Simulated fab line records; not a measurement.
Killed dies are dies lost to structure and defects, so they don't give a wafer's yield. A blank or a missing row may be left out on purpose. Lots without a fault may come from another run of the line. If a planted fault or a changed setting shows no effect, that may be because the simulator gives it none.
Which tool was responsible? || flow sky130 || Sampling: 12 lots, 36 wafers, 4 of 708 route steps

WHAT EACH GAUGE READ, for each wafer
SKY_VIA2_THK_MEAS_23: measures by xrf. Usual: VIA2_W_THK 439 nm, standard deviation 12.
{"lot": "L418", "measured": "day 36 11:30", "on": "film-metro-04", "VIA2_W_THK (nm)": "425 422 422", "flag": ""}
{"lot": "L419", "measured": "day 36 13:03", "on": "film-metro-01", "VIA2_W_THK (nm)": "437 451 438", "flag": ""}
{"lot": "L420", "measured": "day 37 07:22", "on": "film-metro-02", "VIA2_W_THK (nm)": "454 429 453", "flag": ""}
{"lot": "L421", "measured": "day 37 09:38", "on": "film-metro-02", "VIA2_W_THK (nm)": "430 429 445", "flag": ""}
{"lot": "L432", "measured": "day 41 02:53", "on": "film-metro-01", "VIA2_W_THK (nm)": "435 449 434", "flag": ""}
{"lot": "L434", "measured": "day 41 06:26", "on": "film-metro-02", "VIA2_W_THK (nm)": "441 461 439", "flag": ""}
{"lot": "L433", "measured": "day 41 08:22", "on": "film-metro-04", "VIA2_W_THK (nm)": "430 453 432", "flag": ""}
{"lot": "L436", "measured": "day 41 13:44", "on": "film-metro-02", "VIA2_W_THK (nm)": "427 428 424", "flag": ""}
{"lot": "L437", "measured": "day 42 14:40", "on": "film-metro-01", "VIA2_W_THK (nm)": "443 450 428", "flag": ""}
{"lot": "L439", "measured": "day 42 17:23", "on": "film-metro-02", "VIA2_W_THK (nm)": "425 424 424", "flag": ""}
{"lot": "L440", "measured": "day 42 23:00", "on": "film-metro-04", "VIA2_W_THK (nm)": "421 419 422", "flag": ""}
{"lot": "L441", "measured": "day 43 00:34", "on": "film-metro-01", "VIA2_W_THK (nm)": "446 448 448", "flag": ""}

WHICH TOOL RAN EACH LOT (tool, then ch and the chambers of the sampled wafers, then the start)
{"lot": "L418", "SKY_METAL2_STRIP_20": "plasma-asher-02 ch 0,1, day 35 06:52", "SKY_VIA2_ETCH_15": "rie-diel-02 ch 0,2, day 36 10:31", "SKY_VIA2_CVD_21": "cvd-w-01 ch 0,1, day 36 11:15"}
{"lot": "L419", "SKY_METAL2_STRIP_20": "plasma-asher-02 ch 0,1, day 35 08:00", "SKY_VIA2_ETCH_15": "rie-diel-03 ch 2,3, day 36 12:01", "SKY_VIA2_CVD_21": "cvd-w-02 ch 0,1, day 36 12:49"}
{"lot": "L420", "SKY_METAL2_STRIP_20": "plasma-asher-02 ch 0,1, day 36 02:30", "SKY_VIA2_ETCH_15": "rie-diel-02 ch 2,3, day 37 05:52", "SKY_VIA2_CVD_21": "cvd-w-02 ch 0,1, day 37 07:07"}
{"lot": "L421", "SKY_METAL2_STRIP_20": "plasma-asher-02 ch 0,1, day 36 05:34", "SKY_VIA2_ETCH_15": "rie-diel-03 ch 0,1,3, day 37 08:40", "SKY_VIA2_CVD_21": "cvd-w-02 ch 0,1, day 37 09:23"}
{"lot": "L432", "SKY_METAL2_STRIP_20": "plasma-asher-04 ch 0,1, day 39 23:52", "SKY_VIA2_ETCH_15": "rie-diel-01 ch 0,2,3, day 41 01:28", "SKY_VIA2_CVD_21": "cvd-w-02 ch 0,1, day 41 02:37"}
{"lot": "L434", "SKY_METAL2_STRIP_20": "plasma-asher-02 ch 0,1, day 40 03:28", "SKY_VIA2_ETCH_15": "rie-diel-03 ch 0,1,2, day 41 05:25", "SKY_VIA2_CVD_21": "cvd-w-02 ch 0,1, day 41 06:11"}
{"lot": "L433", "SKY_METAL2_STRIP_20": "plasma-asher-02 ch 0,1, day 40 05:46", "SKY_VIA2_ETCH_15": "rie-diel-01 ch 0,1,3, day 41 07:19", "SKY_VIA2_CVD_21": "cvd-w-02 ch 0,1, day 41 08:08"}
{"lot": "L436", "SKY_METAL2_STRIP_20": "plasma-asher-02 ch 0,1, day 40 11:31", "SKY_VIA2_ETCH_15": "rie-diel-02 ch 0,1, day 41 12:19", "SKY_VIA2_CVD_21": "cvd-w-01 ch 0,1, day 41 13:28"}
{"lot": "L437", "SKY_METAL2_STRIP_20": "plasma-asher-04 ch 0,1, day 41 12:37", "SKY_VIA2_ETCH_15": "rie-diel-02 ch 0,2, day 42 13:40", "SKY_VIA2_CVD_21": "cvd-w-02 ch 0,1, day 42 14:25"}
{"lot": "L439", "SKY_METAL2_STRIP_20": "plasma-asher-04 ch 0,1, day 41 15:37", "SKY_VIA2_ETCH_15": "rie-diel-02 ch 1,2, day 42 16:25", "SKY_VIA2_CVD_21": "cvd-w-01 ch 0,1, day 42 17:08"}
{"lot": "L440", "SKY_METAL2_STRIP_20": "plasma-asher-02 ch 0,1, day 41 20:52", "SKY_VIA2_ETCH_15": "rie-diel-03 ch 0,2,3, day 42 22:01", "SKY_VIA2_CVD_21": "cvd-w-01 ch 0, day 42 22:44"}
{"lot": "L441", "SKY_METAL2_STRIP_20": "plasma-asher-02 ch 0,1, day 41 23:04", "SKY_VIA2_ETCH_15": "rie-diel-02 ch 0,1,2, day 42 23:34", "SKY_VIA2_CVD_21": "cvd-w-02 ch 1, day 43 00:18"}
- SKY_METAL2_STRIP_20: strips in O2/N2.
- SKY_VIA2_ETCH_15: etches SiO2 in C4F8/O2/Ar, stops on TiN, target depth 546 nm, time 84 s.
- SKY_VIA2_CVD_21: deposits W, target thk 420 nm, time 126.4 s.

WHAT THE TOOLS THEMSELVES READ (means of the sampled wafers that have a number; where no wafer has one, the mark that the record gives instead)
SKY_METAL2_STRIP_20. Usual: drypump-motor-current-A 5.8 A, standard deviation 0.69; oes-product-au 0.344 a.u., standard deviation 0.005; strip-time-to-endpoint-s 2.72 s, standard deviation 0.05.
{"lot": "L418", "tool": "plasma-asher-02", "drypump-motor-current-A (A)": 5.8, "oes-product-au (a.u.)": 0.335, "strip-time-to-endpoint-s (s)": 2.70, "flag": ""}
{"lot": "L419", "tool": "plasma-asher-02", "drypump-motor-current-A (A)": 6.3, "oes-product-au (a.u.)": 0.339, "strip-time-to-endpoint-s (s)": 2.73, "flag": ""}
{"lot": "L420", "tool": "plasma-asher-02", "drypump-motor-current-A (A)": 6.3, "oes-product-au (a.u.)": 0.344, "strip-time-to-endpoint-s (s)": 2.74, "flag": ""}
{"lot": "L421", "tool": "plasma-asher-02", "drypump-motor-current-A (A)": 6.2, "oes-product-au (a.u.)": 0.341, "strip-time-to-endpoint-s (s)": 2.74, "flag": ""}
{"lot": "L432", "tool": "plasma-asher-04", "drypump-motor-current-A (A)": 5.5, "oes-product-au (a.u.)": 0.344, "strip-time-to-endpoint-s (s)": 2.71, "flag": ""}
{"lot": "L434", "tool": "plasma-asher-02", "drypump-motor-current-A (A)": 6.3, "oes-product-au (a.u.)": 0.344, "strip-time-to-endpoint-s (s)": 2.78, "flag": ""}
{"lot": "L433", "tool": "plasma-asher-02", "drypump-motor-current-A (A)": 6.3, "oes-product-au (a.u.)": 0.343, "strip-time-to-endpoint-s (s)": 2.72, "flag": ""}
{"lot": "L436", "tool": "plasma-asher-02", "drypump-motor-current-A (A)": 5.8, "oes-product-au (a.u.)": 0.339, "strip-time-to-endpoint-s (s)": 2.69, "flag": ""}
{"lot": "L437", "tool": "plasma-asher-04", "drypump-motor-current-A (A)": 5.5, "oes-product-au (a.u.)": 0.342, "strip-time-to-endpoint-s (s)": 2.73, "flag": ""}
{"lot": "L439", "tool": "plasma-asher-04", "drypump-motor-current-A (A)": 5.3, "oes-product-au (a.u.)": 0.348, "strip-time-to-endpoint-s (s)": 2.73, "flag": ""}
{"lot": "L440", "tool": "plasma-asher-02", "drypump-motor-current-A (A)": 5.8, "oes-product-au (a.u.)": 0.345, "strip-time-to-endpoint-s (s)": 2.74, "flag": ""}
{"lot": "L441", "tool": "plasma-asher-02", "drypump-motor-current-A (A)": 5.8, "oes-product-au (a.u.)": 0.341, "strip-time-to-endpoint-s (s)": 2.71, "flag": ""}

SKY_VIA2_ETCH_15. Usual: oes-product-au 0.929 a.u., standard deviation 0.0045; run-length-s 112.4 s, standard deviation 0.54.
{"lot": "L418", "tool": "rie-diel-02", "oes-product-au (a.u.)": 0.930, "run-length-s (s)": 112.3, "flag": ""}
{"lot": "L419", "tool": "rie-diel-03", "oes-product-au (a.u.)": 0.929, "run-length-s (s)": 111.7, "flag": ""}
{"lot": "L420", "tool": "rie-diel-02", "oes-product-au (a.u.)": 0.926, "run-length-s (s)": 113.2, "flag": ""}
{"lot": "L421", "tool": "rie-diel-03", "oes-product-au (a.u.)": 0.930, "run-length-s (s)": 112.4, "flag": ""}
{"lot": "L432", "tool": "rie-diel-01", "oes-product-au (a.u.)": 0.902, "run-length-s (s)": 116.9, "flag": "OFF"}
{"lot": "L434", "tool": "rie-diel-03", "oes-product-au (a.u.)": 0.930, "run-length-s (s)": 112.3, "flag": ""}
{"lot": "L433", "tool": "rie-diel-01", "oes-product-au (a.u.)": 0.903, "run-length-s (s)": 117.2, "flag": "OFF"}
{"lot": "L436", "tool": "rie-diel-02", "oes-product-au (a.u.)": 0.932, "run-length-s (s)": 112.4, "flag": ""}
{"lot": "L437", "tool": "rie-diel-02", "oes-product-au (a.u.)": 0.924, "run-length-s (s)": 112.5, "flag": ""}
{"lot": "L439", "tool": "rie-diel-02", "oes-product-au (a.u.)": 0.932, "run-length-s (s)": 112.9, "flag": ""}
{"lot": "L440", "tool": "rie-diel-03", "oes-product-au (a.u.)": 0.932, "run-length-s (s)": 112.1, "flag": ""}
{"lot": "L441", "tool": "rie-diel-02", "oes-product-au (a.u.)": 0.926, "run-length-s (s)": 112.6, "flag": ""}

SKY_VIA2_CVD_21. Usual: heater-power-w 840 W, standard deviation 31.
{"lot": "L418", "tool": "cvd-w-01", "heater-power-w (W)": 858, "flag": ""}
{"lot": "L419", "tool": "cvd-w-02", "heater-power-w (W)": 866, "flag": ""}
{"lot": "L420", "tool": "cvd-w-02", "heater-power-w (W)": 845, "flag": ""}
{"lot": "L421", "tool": "cvd-w-02", "heater-power-w (W)": 856, "flag": ""}
{"lot": "L432", "tool": "cvd-w-02", "heater-power-w (W)": 860, "flag": ""}
{"lot": "L434", "tool": "cvd-w-02", "heater-power-w (W)": 860, "flag": ""}
{"lot": "L433", "tool": "cvd-w-02", "heater-power-w (W)": 856, "flag": ""}
{"lot": "L436", "tool": "cvd-w-01", "heater-power-w (W)": 794, "flag": ""}
{"lot": "L437", "tool": "cvd-w-02", "heater-power-w (W)": 853, "flag": ""}
{"lot": "L439", "tool": "cvd-w-01", "heater-power-w (W)": 797, "flag": ""}
{"lot": "L440", "tool": "cvd-w-01", "heater-power-w (W)": 784, "flag": ""}
{"lot": "L441", "tool": "cvd-w-02", "heater-power-w (W)": 839, "flag": ""}

THE ANSWER, worked out from the rows above alone
Rule: lot off if the mean of its wafers having a number is beyond 3 standard deviations from the usual mean. A lot without any number at a reading at which 4 lots or more have one is off too. The other lots that the step has rows for count as sound. Order of review: gauges by route order, followed by the tools' own readings, for which a lot's mean as printed above is used. The first step at which some lot is off is used, and at that step the reading that is off furthest; a lot without a number counts as furthest.
Off: L432, L433, at SKY_VIA2_ETCH_15 (run-length-s).
If a tool, at that step or one of the process steps before it, ran each lot that is off and ran no sound lot following the first of them, it fits. One fits: SKY_VIA2_ETCH_15 on rie-diel-01. It ran no sound lot before its first lot that is off in this sample, so the start can't be narrowed down.
The tool's own readings at SKY_VIA2_ETCH_15 bear it out: on the lots that are off they differ by more than 5 times the standard deviation of the sound lots' means. oes-product-au reads 0.903 a.u. there against 0.929 a.u. on the sound lots; run-length-s reads 117.1 s there against 112.4 s on the sound lots.

WHAT WAS PUT IN BY THE SIMULATOR
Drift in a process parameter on rie-diel-01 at SKY_VIA2_ETCH_15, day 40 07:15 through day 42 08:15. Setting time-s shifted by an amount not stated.
Struck lots among those shown: L432, L433. Same finding as the rule above.
